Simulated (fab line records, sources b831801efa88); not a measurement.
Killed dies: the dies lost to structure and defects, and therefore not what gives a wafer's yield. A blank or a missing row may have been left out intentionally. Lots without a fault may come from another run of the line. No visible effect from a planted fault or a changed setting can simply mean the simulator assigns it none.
A single fault, viewed from 2 desks + flow gf180mcu + numbers are kept per desk, each desk with only its own; the story behind them comes last

== TOOL OWNER'S DESK, hdpcvd-02 ==
The tool's own readings at GF_V4_CVD_00 (deposits SiO2, target thk 600 nm, time 100 s): means of the sampled wafers that have a number, for each lot that ran on this tool. The brackets show how far a lot's mean lies from the usual mean; more than 4 standard deviations puts the lot out of limits, marked OUT.
Columns: A = sih4-flow-sccm at GF_V4_CVD_00, usual 59.99 sccm; B = susceptor-temp-C at GF_V4_CVD_00, usual 400.04 C
| lot  | first seen here | A                       | B      |
|------|-----------------|-------------------------|--------|
| L573 | day 24 10:04    | 59.92                   | 400.02 |
| L576 | day 25 14:17    | 60.04                   | 400.17 |
| L577 | day 26 01:20    | 59.90                   | 400.06 |
| L578 | day 26 02:31    | 59.98                   | 399.71 |
| L579 | day 26 15:43    | 60.07                   | 400.17 |
| L580 | day 26 20:06    | 60.17                   | 400.10 |
| L582 | day 27 14:02    | 59.87                   | 400.04 |
| L593 | day 30 13:10    | 30.01 (-99 or more) OUT | 399.97 |
| L594 | day 30 21:20    | 29.95 (-99 or more) OUT | 400.08 |
This desk's verdict: out of limits on L593, L594, starting with L593 at day 30 13:10 (sih4-flow-sccm at GF_V4_CVD_00). L573, L576, L577, L578, L579, L580, L582: within limits.

== METROLOGY DESK ==
Means of the sampled wafers that have a number, per lot and without regard to the tool the lot ran on: this is what the gauges read. The brackets show how far a lot's mean lies from the usual mean; more than 4 standard deviations puts the lot out of limits, marked OUT.
Columns: A = cd-nm at GF_M2_CD_MEAS_14, usual 280.1 nm; B = V2_BOW at GF_V2_BOW_MEAS_05, usual 98 um; C = V4_CVD_00_THK at GF_V4_THK_MEAS_01, usual 599 nm
| lot  | first seen here | A     | B   | C             |
|------|-----------------|-------|-----|---------------|
| L573 | day 20 04:44    | 279.5 | 96  | 602           |
| L574 | day 20 17:41    | 279.2 | 100 | 586           |
| L576 | day 21 11:38    | 280.9 | 94  | 599           |
| L577 | day 22 02:46    | 280.2 | 107 | 602           |
| L578 | day 22 02:52    | 279.2 | 100 | 598           |
| L579 | day 22 17:40    | 279.8 | 101 | 597           |
| L580 | day 22 21:49    | 278.9 | 99  | 596           |
| L582 | day 23 14:51    | 281.2 | 101 | 591           |
| L583 | day 24 02:28    | 279.2 | 86  | 593           |
| L584 | day 24 04:43    | 280.1 | 95  | 591           |
| L593 | day 27 01:05    | 279.4 | 97  | 307 (-36) OUT |
| L594 | day 27 09:44    | 279.9 | 95  | 292 (-37) OUT |
This desk's result: L593, L594 out of limits, first on L593 (V4_CVD_00_THK at GF_V4_THK_MEAS_01), day 30 13:14. L573, L574, L576, L577, L578, L579, L580, L582, L583, L584: within limits.

== BROUGHT TOGETHER ==
At day 30 13:10, on L593, L594, the tool owner's desk was in a position to raise an alarm.
On L593, L594, the metrology desk was in a position to raise an alarm at day 30 13:14.
Every lot named ran GF_V4_CVD_00 on hdpcvd-02.

== WHAT THE SIMULATOR HAD INSERTED ==
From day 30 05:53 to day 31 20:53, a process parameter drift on hdpcvd-02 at GF_V4_CVD_00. Setting sih4-flow-sccm, moved by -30, from 60. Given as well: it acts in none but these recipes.
Struck lots among those shown: L593, L594.
Fault start to first reading out of limits, in hours, per desk: tool owner, 7; metrology, 7.
